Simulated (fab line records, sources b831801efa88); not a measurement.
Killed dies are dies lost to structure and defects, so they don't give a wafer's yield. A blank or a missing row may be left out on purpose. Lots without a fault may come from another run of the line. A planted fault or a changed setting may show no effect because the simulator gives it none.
Problem report in the 8D (eight disciplines) form, filled by code | flow gf180mcu | the parts of the form that need people (team, actions taken, sign-off) are left out

1. THE PROBLEM
tube_center_temp_C at GF_DUAL_GATE_OXIDATION_15 reads a mean of 854 C on 6 wafers of 2 lots; wafers without a fault read 850 C with a standard deviation of 0.069. That is +56 standard deviations from the usual mean.
The step: stabilise 600 s, purge 300 s, target thk 7.098 nm.
First seen on wafer L729.1, day 11 08:13, on furnace-02. The record holds 18 wafers of 6 lots with a number at this step. Rule for "out", or "out of limits": more than 4 standard deviations from the usual mean. The other wafers with a number count as sound.

2. WHAT IT IS AND WHAT IT IS NOT
question                    | is                                         | is not
which readings at this step | tube_center_temp_C, tube_center_temp_C_max | zone_power_upper_pct
which lots                  | L729, L731                                 | L723, L727, L732, L735
which wafers of those lots  | all that have a number                     | -
read on which tools         | furnace-02                                 | furnace-01
when                        | from day 11 08:13                          | up to then (6 sound wafers); but 6 sound wafers of L732, L735 came after

3. SUSPECTS, AND WHAT RULES EACH OUT
Counting: a tool at a process step up to the reading stays a suspect if it ran every lot that is out and no sound lot after the first of them.
- furnace-02 at GF_DUAL_GATE_OXIDATION_15 (stabilise 600 s, purge 300 s, target thk 7.098 nm): kept. It ran every lot that is out, first L729 (day 11 08:13), and no sound lot after that; its last sound lot up to then is L727 (day 10 16:58). Its own readings are out on those wafers: tube_center_temp_C, tube_center_temp_C_max.
Left after counting: furnace-02 at GF_DUAL_GATE_OXIDATION_15.

4. THE CAUSE (what the simulator had put in)
Process parameter drift: furnace-02, from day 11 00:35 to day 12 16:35, at GF_DUAL_GATE_OXIDATION_15. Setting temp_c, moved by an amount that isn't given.
Counting left only this tool.

5. THE CHAIN OF EFFECTS, in route order
Each row: a reading whose mean over the struck wafers that have a number lies more than 3 standard deviations from the usual. Only readings for which the record gives a usual standard deviation are gone through. hours: the time from each lot's start at the first step in this table that gives one to its start at this step, as a median over the lots. sigmas: the change in usual standard deviations.
hours | step                      | reading                | usual   | on struck wafers | change | sigmas
0     | GF_DUAL_GATE_OXIDATION_15 | spike_tc_centre_C      | 851.3 C | 855.3            | +4.0   | +3.6
0     | GF_DUAL_GATE_OXIDATION_15 | spike_tc_lower_C       | 850.8 C | 855.3            | +4.5   | +3.8
0     | GF_DUAL_GATE_OXIDATION_15 | spike_tc_top_C         | 863.5 C | 867.5            | +4.0   | +4.1
0     | GF_DUAL_GATE_OXIDATION_15 | spike_tc_upper_C       | 850.0 C | 853.9            | +3.9   | +3.5
0     | GF_DUAL_GATE_OXIDATION_15 | tube_center_temp_C     | 850 C   | 854              | +4     | +56
0     | GF_DUAL_GATE_OXIDATION_15 | tube_center_temp_C_max | 852.2   | 856.1            | +3.9   | +11
The process steps in it:
- GF_DUAL_GATE_OXIDATION_15: stabilise 600 s, purge 300 s, target thk 7.098 nm.

6. WHAT WOULD HAVE CAUGHT IT SOONER
In this record the first reading out of limits was taken at day 11 08:13, 8 hours after the fault began at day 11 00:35.
